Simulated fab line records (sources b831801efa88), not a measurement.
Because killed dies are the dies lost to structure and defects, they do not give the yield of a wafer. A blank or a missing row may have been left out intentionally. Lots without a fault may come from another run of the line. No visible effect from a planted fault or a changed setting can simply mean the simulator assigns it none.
Commonality check across tools + flow gf180mcu + Sampled: 13 lots, 39 wafers

## WHY THIS WAS OPENED
GF_PSD_RS_MEAS_14, reading NSD_RS: flagged on 3 of 13 lots. Fault-free wafers read 46.14 ohm/sq, with a standard deviation of 0.09.
Rule: a lot is flagged in two cases, either no wafer of it has a number, or all its wafers with numbers fall more than 4 standard deviations from that mean. The rest of the lots are taken to be sound.

| lot  | measured     | on           | NSD_RS (ohm/sq), wafer by wafer | flag    |
|------|--------------|--------------|---------------------------------|---------|
| L261 | day 14 05:29 | filmMetro-01 | 46.11 46.17 46.18               |         |
| L262 | day 14 10:22 | filmMetro-04 | 46.18 46.05 46.23               |         |
| L263 | day 14 18:39 | filmMetro-04 | 46.25 46.21 46.16               |         |
| L267 | day 16 14:49 | filmMetro-02 | 46.24 46.20 46.15               |         |
| L266 | day 16 16:08 | filmMetro-02 | 46.32 46.17 46.25               |         |
| L268 | day 17 03:02 | filmMetro-01 | 46.22 46.12 46.15               |         |
| L269 | day 17 03:16 | filmMetro-02 | 46.25 46.31 46.35               |         |
| L272 | day 18 09:08 | filmMetro-02 | 46.14 46.19 46.14               |         |
| L275 | day 19 02:17 | filmMetro-02 | 43.87 43.92 43.88               | FLAGGED |
| L276 | day 19 14:43 | filmMetro-01 | 46.30 46.17 46.12               |         |
| L279 | day 20 10:46 | filmMetro-01 | 44.02 43.91 43.98               | FLAGGED |
| L281 | day 21 05:29 | filmMetro-02 | 46.08 46.16 46.15               |         |
| L283 | day 21 21:23 | filmMetro-04 | 43.93 43.84 43.89               | FLAGGED |
The mean of the flagged lots' numbers is 43.92 ohm/sq, -2.22 ohm/sq from the usual (-25 standard deviations).

## WHICH TOOL RAN EACH LOT
2 process steps preceding the reading are held in the record, out of 602 steps in the route. Cell contents, in order: the tool; ch with the chambers the sampled wafers went through; the start.
| lot  | flag    | GF_NSD_IMPLANT_09               | GF_NSD_STRIP_11                     |
|------|---------|---------------------------------|-------------------------------------|
| L261 |         | implanter-01 ch 0, day 13 08:14 | plasmaAsher-03 ch 0,1, day 13 08:32 |
| L262 |         | implanter-01 ch 0, day 13 13:09 | plasmaAsher-04 ch 0,1, day 13 13:27 |
| L263 |         | implanter-04 ch 0, day 13 21:23 | plasmaAsher-01 ch 0, day 13 21:41   |
| L267 |         | implanter-02 ch 0, day 15 15:18 | plasmaAsher-03 ch 0,1, day 15 15:36 |
| L266 |         | implanter-04 ch 0, day 15 17:27 | plasmaAsher-04 ch 1, day 15 17:44   |
| L268 |         | implanter-01 ch 0, day 16 02:26 | plasmaAsher-04 ch 0,1, day 16 02:44 |
| L269 |         | implanter-02 ch 0, day 16 02:52 | plasmaAsher-01 ch 0,1, day 16 03:07 |
| L272 |         | implanter-02 ch 0, day 17 08:51 | plasmaAsher-01 ch 0,1, day 17 09:08 |
| L275 | FLAGGED | implanter-02 ch 0, day 18 01:02 | plasmaAsher-03 ch 0,1, day 18 01:39 |
| L276 |         | implanter-04 ch 0, day 18 14:06 | plasmaAsher-01 ch 0,1, day 18 14:24 |
| L279 | FLAGGED | implanter-01 ch 0, day 19 10:00 | plasmaAsher-01 ch 0,1, day 19 10:37 |
| L281 |         | implanter-01 ch 0, day 20 04:24 | plasmaAsher-01 ch 0,1, day 20 04:42 |
| L283 | FLAGGED | implanter-02 ch 0, day 20 21:12 | plasmaAsher-01 ch 0,1, day 20 21:49 |
These steps, and what they do:
- GF_NSD_IMPLANT_09
- GF_NSD_STRIP_11: strips in O2/N2.
- GF_PSD_RS_MEAS_14: measures by four-point-probe.

## FLAGGED OVER TOTAL, TOOL BY TOOL (the gauges that took the reading come last)
| step              | tool           | lots run | flagged | share of the flagged lots | sound lots run after its first flagged lot |
|-------------------|----------------|----------|---------|---------------------------|--------------------------------------------|
| GF_NSD_IMPLANT_09 | implanter-01   | 5        | 1       | some                      | 1 (L281)                                   |
| GF_NSD_IMPLANT_09 | implanter-02   | 5        | 2       | some                      | 0                                          |
| GF_NSD_IMPLANT_09 | implanter-04   | 3        | 0       | none                      | -                                          |
| GF_NSD_STRIP_11   | plasmaAsher-01 | 7        | 2       | some                      | 1 (L281)                                   |
| GF_NSD_STRIP_11   | plasmaAsher-03 | 3        | 1       | some                      | 0                                          |
| GF_NSD_STRIP_11   | plasmaAsher-04 | 3        | 0       | none                      | -                                          |
| GF_PSD_RS_MEAS_14 | filmMetro-01   | 4        | 1       | some                      | 0                                          |
| GF_PSD_RS_MEAS_14 | filmMetro-02   | 6        | 1       | some                      | 1 (L281)                                   |
| GF_PSD_RS_MEAS_14 | filmMetro-04   | 3        | 1       | some                      | 0                                          |

## WHAT IS ALLOWED BY THE TABLE
No row of the table ran every flagged lot.

## WHAT THE SIMULATOR HAD INSERTED
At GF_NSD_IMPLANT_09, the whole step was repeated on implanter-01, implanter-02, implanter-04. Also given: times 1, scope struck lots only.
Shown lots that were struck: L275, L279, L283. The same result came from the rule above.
